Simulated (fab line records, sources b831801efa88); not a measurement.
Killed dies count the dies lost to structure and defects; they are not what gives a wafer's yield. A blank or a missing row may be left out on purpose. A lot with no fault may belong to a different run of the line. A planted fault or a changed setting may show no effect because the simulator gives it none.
fab line records | flow sky130
record lots=7 wafers=21 lastDay=47
route steps=708 shown LDD_HVP@286 LDD_LDN@289 PAD_OPEN@708
lots untouched by any fault: they come from a run of this same line in which no faults occurred
startH: hours from the record's first day to the start of the lot's first wafer shown | waitH: hours elapsed since this lot's preceding step | " identical to the entry in the row above | L1.1+2: a single row standing in for several wafers | - no value, or no start was given | * or withheld: withheld | < > ~ a bound
route shown NAME@n: a module of which the file shows steps, and the number in the route of the first | usual: mean and standard deviation over wafers with no fault | same: alike in all rows | chamber/n: place in a boat | sites: the reading at each site | _std_site: standard deviation across them | _edge_site: the outer-site mean with the inner-site mean subtracted | radiusMm: for every site, how far away it sits from the centre of the wafer | mask NAME#n: copy n | behind: the most recent tool/chamber to have shaped the wafer | hold: what put the lot on hold/how long, in hours/how the hold closed | device: which transistor (n, p or np) failed to switch | end of line: the tests these same wafers got at the end of their route | where a step has no rows: the recipe by itself | killed: at the first sort, the dies lost to defects and structure; wafer yield is something else | map: the dies of a wafer, with x for killed, . for not killed, _ for no die there
set.NAME: the setting that was run; set.NAME@STEP: the one run at that earlier step | model.NAME: the simulator's own value behind a step, which no gauge read
lots at some steps of the route; a table a step, a row a wafer
services: from which hour (startH, from the record's first day; less than 0 if before it) a tool's chamber was out of use, for how many hours, and why
## steps
# step SKY_LDD_HVP_IMPLANT_08
# recipe species=B energyKev=20 doseCm2=1.7e+13 tiltDeg=17.9
# step SKY_LDD_HVP_STRIP_09
# recipe chemistry=O2/N2 powerW=1400 pressureMtorr=1500 platenTempC=withheld o2FlowSccm=3000 n2FlowSccm=300 overashFraction=0.5
# usual chamberPressureMTorr=1499.9/1.5 drypumpMotorCurrentA=5.6/0.36 o2FlowSccm=3000/8.4 oesProductAu=0.408/0.0046 stripTimeToEndpointS=4.140/0.015
# columns lot.wafer tool chamber startH waitH chamberPressureMTorr drypumpMotorCurrentA o2FlowSccm oesProductAu rfHoursCounterH stripTimeToEndpointS
L753.3 plasmaAsher-02 1 491.71 0.1 1501.2 6.1 3009 0.402 - 4.103
L753.4 " 0 " " 1497.0 5.5 2993 0.401 - 4.121
L753.5 " 1 " " 1500.0 6.1 3003 0.410 - 4.129
L756.1 plasmaAsher-02 1 519.60 0.1 1500.1 6.2 2999 0.403 39 4.156
L756.3 " 0 " " 1501.8 5.5 2995 0.409 - 4.149
L756.4 " 1 " " 1500.4 6.1 2988 0.409 - 4.145
L757.1 plasmaAsher-02 1 527.33 0.1 1500.7 6.1 2990 0.410 40 4.129
L757.2 " 0 " " 1501.1 5.5 3009 0.405 40 4.144
L757.5 " 0 " " 1500.0 5.5 3007 0.402 - 4.141
L760.3 plasmaAsher-02 1 558.61 0.1 1498.8 6.1 2995 0.407 - 4.138
L760.4 " 0 " " 1499.8 5.5 2988 0.411 - 4.150
L760.5 " 1 " " 1500.0 6.1 2996 0.413 - 4.138
L761.1 plasmaAsher-01 1 573.81 0.1 1497.4 5.2 2993 0.416 73 4.138
L761.3 " 1 " " 1500.4 5.2 2995 0.408 - 4.160
L761.5 " 1 " " 1499.6 5.2 2989 0.400 - 4.157
L762.1 plasmaAsher-01 1 579.11 0.1 1498.7 5.2 3000 0.415 73 4.141
L762.3 " 0 " " 1499.5 5.8 3001 0.411 - 4.181
L762.5 " 1 " " 1496.9 5.2 3002 0.412 - 4.180
L763.1 plasmaAsher-02 1 585.17 0.1 1498.8 6.2 2998 0.405 46 4.148
L763.3 " 1 " " 1500.0 6.2 2994 0.414 - 4.149
L763.5 " 1 " " 1500.5 6.2 3010 0.411 - 4.129
# step SKY_LDD_HVP_TW_MEAS_10
# usual LDD_HVP_TW=455/7
# columns lot.wafer tool chamber startH waitH LDD_HVP_TW
L753.3 filmMetro-03 - 491.80 0.1 469
L753.4 " - " " 468
L753.5 " - " " 466
L756.1 filmMetro-02 - 519.70 0.1 450
L756.3 " - " " 447
L756.4 " - " " 446
L757.1 filmMetro-04 - 527.43 0.1 453
L757.2 " - " " 454
L757.5 " - " " 454
L760.3 filmMetro-04 - 558.70 0.1 452
L760.4 " - " " 454
L760.5 " - " " 452
L761.1 filmMetro-04 - 573.91 0.1 454
L761.3 " - " " 451
L761.5 " - " " 450
L762.1 filmMetro-03 - 579.21 0.1 466
L762.3 " - " " 462
L762.5 " - " " 466
L763.1 filmMetro-03 - 585.27 0.1 463
L763.3 " - " " 464
L763.5 " - " " 463
# step SKY_LDD_LDN_DEHYDRATE_00
# recipe tempC=200 timeS=60
# step SKY_LDD_LDN_HMDS_01
# recipe primeTimeS=60 primeTempC=120
# step SKY_LDD_LDN_COAT_02
# recipe resist=NOVOLAK spinRpm=3000 resistThkNm=1140
# step SKY_LDD_LDN_SOFTBAKE_03
# recipe tempC=90 timeS=60 resist=NOVOLAK
# step SKY_LDD_LDN_EXPOSE_04
# recipe maskId=LDNTM na=0.6 sourceShape=conventional sigmaOuter=0.6 polarization=unpolarized targetCdNm=700 doseMj=140
# step SKY_LDD_LDN_PEB_05
# recipe tempC=withheld timeS=* resist=NOVOLAK
# step SKY_LDD_LDN_DEVELOP_06
# recipe resist=NOVOLAK developer=TMAH developTimeS=60 devTempC=23
# step SKY_LDD_LDN_OVL_MEAS_07
# usual LDD_LDN_OVL=-0.7/1.3
# columns lot.wafer tool chamber startH waitH LDD_LDN_OVL[nm]
L753.3 overlay-01 - 521.70 0.1 0.9
L753.4 " - " " 1.8
L753.5 " - " " 1.3
L756.1 overlay-01 - 549.09 0.1 0.7
L756.3 " - " " 0.9
L756.4 " - " " -0.5
L757.1 overlay-01 - 557.19 0.1 0.6
L757.2 " - " " 0.2
L757.5 " - " " -0.7
L760.3 overlay-01 - 588.19 0.1 -0.2
L760.4 " - " " -1.4
L760.5 " - " " -1.1
L761.1 overlay-01 - 603.04 0.1 -1.0
L761.3 " - " " -0.2
L761.5 " - " " -0.8
L762.1 overlay-01 - 607.92 0.1 0.2
L762.3 " - " " -0.5
L762.5 " - " " 0.5
L763.1 overlay-01 - 614.47 0.1 -0.7
L763.3 " - " " 0.1
L763.5 " - " " -0.5
# step SKY_LDD_LDN_IMPLANT_08
# recipe species=As energyKev=15 doseCm2=1.25e+13 tiltDeg=withheld rotationDeg=23
# step SKY_LDD_LDN_IMPLANT_09
# recipe species=As energyKev=15 doseCm2=1.25e+13 tiltDeg=withheld rotationDeg=113
# usual doseIonsCm2=1.2499e+13/1.3e+10 implantIonAmu=75/0
# columns lot.wafer tool chamber startH waitH doseIonsCm2 implantIonAmu model.implant.rpNm model.implant.drpNm
L753.3 implanter-01 0 521.93 0.1 1.2489e+13 75 12.65 5.933
L753.4 " 0 " " 1.2489e+13 75 12.65 5.933
L753.5 " 0 " " 1.2503e+13 75 12.65 5.933
L756.1 implanter-01 0 549.28 0.1 1.2491e+13 75 13.07 5.933
L756.3 " 0 " " 1.2508e+13 75 13.07 5.933
L756.4 " 0 " " 1.2504e+13 75 13.07 5.933
L757.1 implanter-04 0 557.38 0.1 1.2499e+13 75 12.76 5.933
L757.2 " 0 " " 1.2502e+13 75 12.76 5.933
L757.5 " 0 " " 1.25e+13 75 12.76 5.933
L760.3 implanter-04 0 588.41 0.1 1.2486e+13 75 13.06 5.933
L760.4 " 0 " " 1.2501e+13 75 13.06 5.933
L760.5 " 0 " " 1.2488e+13 75 13.06 5.933
L761.1 implanter-01 0 603.23 0.1 1.2499e+13 31 22.55 10.9
L761.3 " 0 " " 1.2486e+13 31 22.55 10.9
L761.5 " 0 " " 1.2512e+13 31 22.55 10.9
L762.1 implanter-03 0 608.11 0.1 1.2503e+13 31 22.9 10.9
L762.3 " 0 " " 1.2511e+13 31 22.9 10.9
L762.5 " 0 " " 1.2498e+13 31 22.9 10.9
L763.1 implanter-04 0 614.66 0.1 1.2519e+13 31 22.48 10.9
L763.3 " 0 " " 1.2507e+13 31 22.48 10.9
L763.5 " 0 " " 1.2505e+13 31 22.48 10.9
# step SKY_LDD_LDN_IMPLANT_10
# recipe species=As energyKev=15 doseCm2=1.25e+13 tiltDeg=withheld rotationDeg=203
# step SKY_LDD_LDN_IMPLANT_11
# recipe species=As energyKev=15 doseCm2=1.25e+13 tiltDeg=withheld rotationDeg=293
# step SKY_LDD_LDN_STRIP_12
# recipe chemistry=O2/N2 powerW=1400 pressureMtorr=1500 platenTempC=withheld o2FlowSccm=3000 n2FlowSccm=300 overashFraction=0.5
# usual chamberPressureMTorr=1500.2/1.4 drypumpMotorCurrentA=5.7/0.37 o2FlowSccm=3001/8.5 oesProductAu=0.716/0.0043 stripTimeToEndpointS=14.20/0.045
# columns lot.wafer tool chamber startH waitH chamberPressureMTorr drypumpMotorCurrentA o2FlowSccm oesProductAu rfHoursCounterH stripTimeToEndpointS
L753.3 plasmaAsher-02 1 522.36 0.1 1502.7 6.1 3015 0.715 - 14.18
L753.4 " 0 " " 1497.6 5.5 2992 0.717 - 14.18
L753.5 " 1 " " 1500.6 6.2 3018 0.708 - 14.20
L756.1 plasmaAsher-02 0 549.73 0.1 1499.1 5.5 3015 0.723 42 14.20
L756.3 " 1 " " 1500.3 6.1 3016 0.715 - 14.22
L756.4 " 0 " " 1498.9 5.5 3010 0.718 - 14.17
L757.1 plasmaAsher-02 0 557.83 0.1 1501.7 5.5 3001 0.710 43 14.18
L757.2 " 1 " " 1500.3 6.2 2996 0.717 43 14.19
L757.5 " 0 " " 1497.4 5.5 2991 0.714 - 14.20
L760.3 plasmaAsher-01 0 588.84 0.1 1499.9 5.8 2998 0.719 - 14.08
L760.4 " 1 " " 1501.6 5.1 3006 0.710 - 14.09
L760.5 " 1 " " 1498.7 5.1 3023 0.714 - 14.15
L761.1 plasmaAsher-01 0 603.68 0.1 1498.9 5.8 2999 0.720 76 14.18
L761.3 " 1 " " 1499.3 5.1 3004 0.722 - 14.20
L761.5 " 0 " " 1502.0 5.8 3001 0.707 - 14.22
L762.1 plasmaAsher-02 0 608.56 0.1 1500.2 5.5 3008 0.712 49 14.14
L762.3 " 0 " " 1499.1 5.5 2998 0.713 - 14.16
L762.5 " 1 " " 1498.5 6.1 3003 0.723 - 14.18
L763.1 plasmaAsher-02 1 615.11 0.1 1500.7 6.1 2988 0.709 49 14.14
L763.3 " 1 " " 1500.7 6.1 2988 0.721 - 14.16
L763.5 " 0 " " 1499.7 5.5 3004 0.724 - 14.16
# step SKY_LDD_LDN_TW_MEAS_13
# usual LDD_LDN_TW=1483/17
# columns lot.wafer tool chamber startH waitH LDD_LDN_TW
L753.3 filmMetro-03 - 522.45 0.1 1496
L753.4 " - " " 1505
L753.5 " - " " 1502
L756.1 filmMetro-01 - 549.83 0.1 1472
L756.3 " - " " 1459
L756.4 " - " " 1463
L757.1 filmMetro-03 - 557.93 0.1 1498
L757.2 " - " " 1504
L757.5 " - " " 1491
L760.3 filmMetro-04 - 588.93 0.1 1474
L760.4 " - " " 1470
L760.5 " - " " 1464
L761.1 filmMetro-03 - 603.78 0.1 1435
L761.3 " - " " 1437
L761.5 " - " " 1444
L762.1 filmMetro-03 - 608.66 0.1 1444
L762.3 " - " " 1437
L762.5 " - " " 1436
L763.1 filmMetro-03 - 615.21 0.1 1443
L763.3 " - " " 1440
L763.5 " - " " 1442
# step SKY_LDD_LDN_CLEAN_14
# recipe chemistry=SC1/SC2 mix=1:4:20 tempC=70 timeS=150 dry=n2Spin
# step SKY_PAD_OPEN_PROBE_99
# usual killed_at_M0_to_M3=43/6.7 killed_at_M4_up=3.0/1.9 killedAtContacts=25/5.4 killedAtFrontEnd=16/4.5 killedAtOther=0.4/0.62 killedDies=87/9.6 killedOpen=47/7 killedShort=39/6.1
# same grossDies=492 killedAtBackSide=0
# columns lot.wafer tool chamber startH waitH killed_at_M0_to_M3 killed_at_M4_up killedAtContacts killedAtFrontEnd killedAtOther killedDies killedOpen killedShort model.etest.tipSonos.rsOhmSq model.etest.sonosUncharged.rOnOhmUm model.etest.sonosProgrammed.offLog10AUm model.etest.sonosProgrammed.vtV model.etest.sonosBaked.vtV model.etest.sonosUncharged.vtV model.etest.sonosErased.vtV
L753.3 prober-01 - 1072.49 0.2 51 4 30 18 0 103 60 42 2592 825.1 -13.86 1.414 0.8826 -0.4227 -2.239
L753.4 prober-01 - 1072.54 0.2 34 1 33 14 0 82 55 26 2552 817.2 -13.9 1.364 0.9168 -0.4242 -2.252
L753.5 prober-01 - 1072.59 0.2 54 2 32 17 0 105 59 46 2585 794.7 -13.9 1.455 0.9847 -0.4563 -2.286
L756.1 prober-02 - 1088.51 0.1 47 5 21 16 1 90 51 39 2721 798.9 -14.06 1.424 0.9298 -0.4748 -2.331
L756.3 prober-02 - 1088.61 0.2 43 0 17 15 0 75 41 34 2668 832.2 -13.9 1.347 0.8744 -0.3982 -2.242
L756.4 prober-02 - 1088.66 0.2 45 3 19 19 0 86 52 34 2730 818.5 -13.94 1.415 0.8986 -0.4276 -2.284
L757.1 prober-01 - 1094.46 0.1 38 1 25 25 0 89 56 33 2604 790.9 -13.78 1.37 0.9167 -0.4005 -2.278
L757.2 prober-01 - 1094.51 0.1 44 4 18 20 0 86 45 41 2657 788.7 -13.9 1.355 0.9113 -0.4454 -2.245
L757.5 prober-01 - 1094.66 0.2 45 2 24 14 2 87 43 44 2679 786.1 -13.91 1.417 0.9269 -0.4601 -2.264
L760.3 prober-02 - 1118.02 0.2 35 4 15 18 1 73 41 32 2606 836.5 -13.95 1.374 0.8616 -0.409 -2.158
L760.4 prober-02 - 1118.07 0.2 46 2 24 15 0 87 46 41 2606 823.9 -13.95 1.317 0.859 -0.4109 -2.189
L760.5 prober-02 - 1118.12 0.2 60 4 19 17 0 100 59 41 2567 829.3 -13.99 1.371 0.8574 -0.3917 -2.189
L761.1 prober-01 - 1127.79 0.1 41 4 30 21 0 96 51 45 1898 762.2 -12.16 1.305 0.8058 -0.5748 -2.328
L761.3 prober-01 - 1127.89 0.2 49 5 26 11 1 92 53 39 1902 746.7 -11.26 1.223 0.7798 -0.59 -2.308
L761.5 prober-01 - 1127.99 0.2 39 1 28 24 0 92 52 40 1937 756.3 -12.27 1.315 0.8146 -0.5518 -2.346
L762.1 prober-02 - 1131.41 0.1 42 1 22 8 1 74 39 33 1943 736.6 -12.43 1.407 0.8473 -0.5718 -2.459
L762.3 prober-02 - 1131.51 0.2 39 3 20 16 2 80 47 30 1942 777.9 -13.12 1.436 0.9267 -0.5241 -2.434
L762.5 prober-02 - 1131.61 0.2 30 7 24 11 1 73 38 33 1936 762.5 -12.63 1.404 0.862 -0.556 -2.496
L763.1 prober-01 - 1135.69 0.1 32 5 36 14 0 87 52 35 1923 762.5 -12.01 1.39 0.9139 -0.5552 -2.534
L763.3 prober-01 - 1135.79 0.2 43 1 26 9 0 79 43 36 1913 767.8 -12.21 1.366 0.8217 -0.5546 -2.434
L763.5 prober-01 - 1135.89 0.2 35 4 26 21 0 86 46 37 1901 773.3 -12.1 1.325 0.7712 -0.5599 -2.41
# killed by level:class
L753.3 CONTACT:geometricParticle:open=12 VIA1:geometricParticle:open=11 VIA3:geometricParticle:open=9 METAL1:geometricParticle:short=8 LI_CONTACT:geometricParticle:open=7 VIA1:geometricParticle:short=6 FIELD_ISO:geometricParticle:open=6 CONTACT:geometricParticle:short=5
L753.4 CONTACT:geometricParticle:open=15 VIA1:geometricParticle:open=11 LI_CONTACT:geometricParticle:open=9 LOCAL_INTERCONNECT:geometricParticle:short=5 VIA2:geometricParticle:open=5 FIELD_ISO:geometricParticle:open=4 METAL2:geometricParticle:short=4 VIA3:geometricParticle:open=4
L753.5 CONTACT:geometricParticle:open=14 VIA2:geometricParticle:open=13 VIA1:geometricParticle:open=11 METAL2:geometricParticle:short=8 LI_CONTACT:geometricParticle:open=7 METAL3:geometricParticle:short=6 LOCAL_INTERCONNECT:geometricParticle:short=5 FIELD_ISO:geometricParticle:open=4
L756.1 VIA1:geometricParticle:open=10 VIA2:geometricParticle:open=9 CONTACT:geometricParticle:short=7 FIELD_ISO:geometricParticle:open=6 CONTACT:geometricParticle:open=6 FIELD_ISO:geometricParticle:short=5 METAL3:geometricParticle:short=5 VIA3:geometricParticle:open=4
L756.3 VIA2:geometricParticle:open=8 METAL1:geometricParticle:short=7 VIA3:geometricParticle:open=7 CONTACT:geometricParticle:open=7 VIA1:geometricParticle:open=6 FIELD_ISO:geometricParticle:short=4 POLY_GATE:geometricParticle:short=4 LOCAL_INTERCONNECT:geometricParticle:short=4
L756.4 VIA1:geometricParticle:open=11 VIA3:geometricParticle:open=8 LI_CONTACT:geometricParticle:open=7 VIA2:geometricParticle:open=7 POLY_GATE:geometricParticle:short=6 METAL1:geometricParticle:short=5 CONTACT:geometricParticle:open=5 FIELD_ISO:geometricParticle:open=4
L757.1 FIELD_ISO:geometricParticle:open=9 LI_CONTACT:geometricParticle:open=9 VIA1:geometricParticle:open=9 VIA2:geometricParticle:open=7 VIA3:geometricParticle:open=7 CONTACT:geometricParticle:open=6 FIELD_ISO:geometricParticle:short=5 CONTACT:geometricParticle:short=5
L757.2 LI_CONTACT:geometricParticle:open=8 METAL2:geometricParticle:short=7 VIA1:geometricParticle:open=6 VIA3:geometricParticle:open=6 FIELD_ISO:geometricParticle:short=5 SPACER:geometricParticle:short=5 VIA2:geometricParticle:open=5 VIA2:geometricParticle:short=5
L757.5 VIA1:geometricParticle:open=10 LI_CONTACT:geometricParticle:open=7 METAL1:geometricParticle:short=7 CONTACT:geometricParticle:open=6 VIA2:geometricParticle:open=6 CONTACT:geometricParticle:short=5 VIA3:geometricParticle:open=5 FIELD_ISO:geometricParticle:short=4
L760.3 VIA1:geometricParticle:open=13 CONTACT:geometricParticle:open=5 FIELD_ISO:geometricParticle:open=4 FIELD_ISO:geometricParticle:short=4 POLY_GATE:geometricParticle:open=4 POLY_GATE:geometricParticle:short=4 LI_CONTACT:geometricParticle:open=4 LOCAL_INTERCONNECT:geometricParticle:short=4
L760.4 VIA1:geometricParticle:open=12 LI_CONTACT:geometricParticle:open=9 METAL2:geometricParticle:short=8 METAL1:geometricParticle:short=6 POLY_GATE:geometricParticle:open=5 CONTACT:geometricParticle:open=5 VIA3:geometricParticle:open=5 POLY_GATE:geometricParticle:short=4
L760.5 VIA1:geometricParticle:open=20 VIA1:geometricParticle:short=9 LI_CONTACT:geometricParticle:open=6 CONTACT:geometricParticle:open=6 METAL2:geometricParticle:short=6 FIELD_ISO:geometricParticle:open=5 METAL1:geometricParticle:short=5 VIA3:geometricParticle:open=5
L761.1 VIA1:geometricParticle:open=10 LI_CONTACT:geometricParticle:open=9 CONTACT:geometricParticle:open=9 VIA1:geometricParticle:short=8 VIA2:geometricParticle:open=7 FIELD_ISO:geometricParticle:short=5 LOCAL_INTERCONNECT:geometricParticle:short=5 POLY_GATE:geometricParticle:open=4
L761.3 VIA1:geometricParticle:open=12 LI_CONTACT:geometricParticle:open=9 LOCAL_INTERCONNECT:geometricParticle:short=8 VIA1:geometricParticle:short=6 VIA2:geometricParticle:open=6 VIA3:geometricParticle:open=6 FIELD_ISO:geometricParticle:open=4 CONTACT:geometricParticle:open=4
L761.5 CONTACT:geometricParticle:open=15 VIA1:geometricParticle:open=14 FIELD_ISO:geometricParticle:short=6 VIA3:geometricParticle:open=6 POLY_GATE:geometricParticle:short=5 LOCAL_INTERCONNECT:geometricParticle:short=5 METAL2:geometricParticle:short=5 FIELD_ISO:geometricParticle:open=4
L762.1 CONTACT:geometricParticle:open=8 VIA1:geometricParticle:short=7 VIA1:geometricParticle:open=7 VIA3:geometricParticle:open=7 LI_CONTACT:geometricParticle:open=6 LOCAL_INTERCONNECT:geometricParticle:short=5 VIA2:geometricParticle:open=5 METAL1:geometricParticle:short=4
L762.3 VIA1:geometricParticle:open=12 CONTACT:geometricParticle:open=8 VIA3:geometricParticle:open=8 VIA2:geometricParticle:open=6 FIELD_ISO:geometricParticle:open=4 LOCAL_INTERCONNECT:geometricParticle:short=4 VIA1:geometricParticle:short=4 FIELD_ISO:geometricParticle:short=3
L762.5 CONTACT:geometricParticle:short=9 VIA1:geometricParticle:open=8 CONTACT:geometricParticle:open=7 FIELD_ISO:geometricParticle:open=4 VIA1:geometricParticle:short=4 VIA2:geometricParticle:open=4 LI_CONTACT:geometricParticle:open=3 LOCAL_INTERCONNECT:geometricParticle:short=3
L763.1 CONTACT:geometricParticle:open=16 CONTACT:geometricParticle:short=8 VIA2:geometricParticle:open=8 LI_CONTACT:geometricParticle:open=6 METAL2:geometricParticle:short=6 VIA3:geometricParticle:open=6 FIELD_ISO:geometricParticle:short=5 METAL1:geometricParticle:short=5
L763.3 CONTACT:geometricParticle:open=14 VIA1:geometricParticle:open=11 FIELD_ISO:geometricParticle:short=6 METAL2:geometricParticle:short=6 VIA3:geometricParticle:open=6 LI_CONTACT:geometricParticle:open=5 VIA1:geometricParticle:short=5 VIA3:geometricParticle:short=5
L763.5 VIA1:geometricParticle:open=11 CONTACT:geometricParticle:open=9 FIELD_ISO:geometricParticle:open=7 CONTACT:geometricParticle:short=7 VIA2:geometricParticle:open=5 FIELD_ISO:geometricParticle:short=4 LI_CONTACT:geometricParticle:short=4 METAL4:geometricParticle:short=4
## services
# columns tool chamber startH hours kind
implanter-03 - 476.60 0.9 repair
implanter-04 - 497.27 3.5 pm
implanter-04 - 509.53 2.1 repair
implanter-01 - 520.40 0.7 repair
plasmaAsher-01 - 526.97 2.2 repair
implanter-04 - 536.06 15.6 repair
implanter-01 - 553.27 3.1 repair
implanter-03 - 556.64 0.6 repair
plasmaAsher-02 - 574.84 2.2 repair
implanter-03 - 600.23 5.1 repair
## key
firstSign step=SKY_LDD_LDN_IMPLANT_09 reading=implantIonAmu direction=down sigmas=99+ usual=75 struck=31
effect step=SKY_LDD_LDN_TW_MEAS_13 reading=LDD_LDN_TW direction=down sigmas=2.5 usual=1483 struck=1440
modelEffect step=SKY_LDD_LDN_IMPLANT_09 value=implant.rpNm without=12.73 struck=22.64
modelEffect step=SKY_PAD_OPEN_PROBE_99 value=etest.tipSonos.rsOhmSq without=2701 struck=1922
metAt SKY_LDD_LDN_IMPLANT_09
struckWafers L761.1,L761.3,L761.5,L762.1,L762.3,L762.5,L763.1,L763.3,L763.5
testerLeftOut L761,L762,L763
onsetBetween 588.41 603.23
fault kind=wrongRecipeDownload tool=implanter-01,implanter-03,implanter-04 chamber=- onsetH=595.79 steps=SKY_LDD_LDN_IMPLANT_09 wrongRecipe.notListed=1
# testerLeftOut: of these lots the tester's yield and bins aren't shown, on N5 and GAA mostly nor the transistor test; their killed dies are dies lost to structure and defects alone, not to doping, threshold or leakage, so they don't give the yield
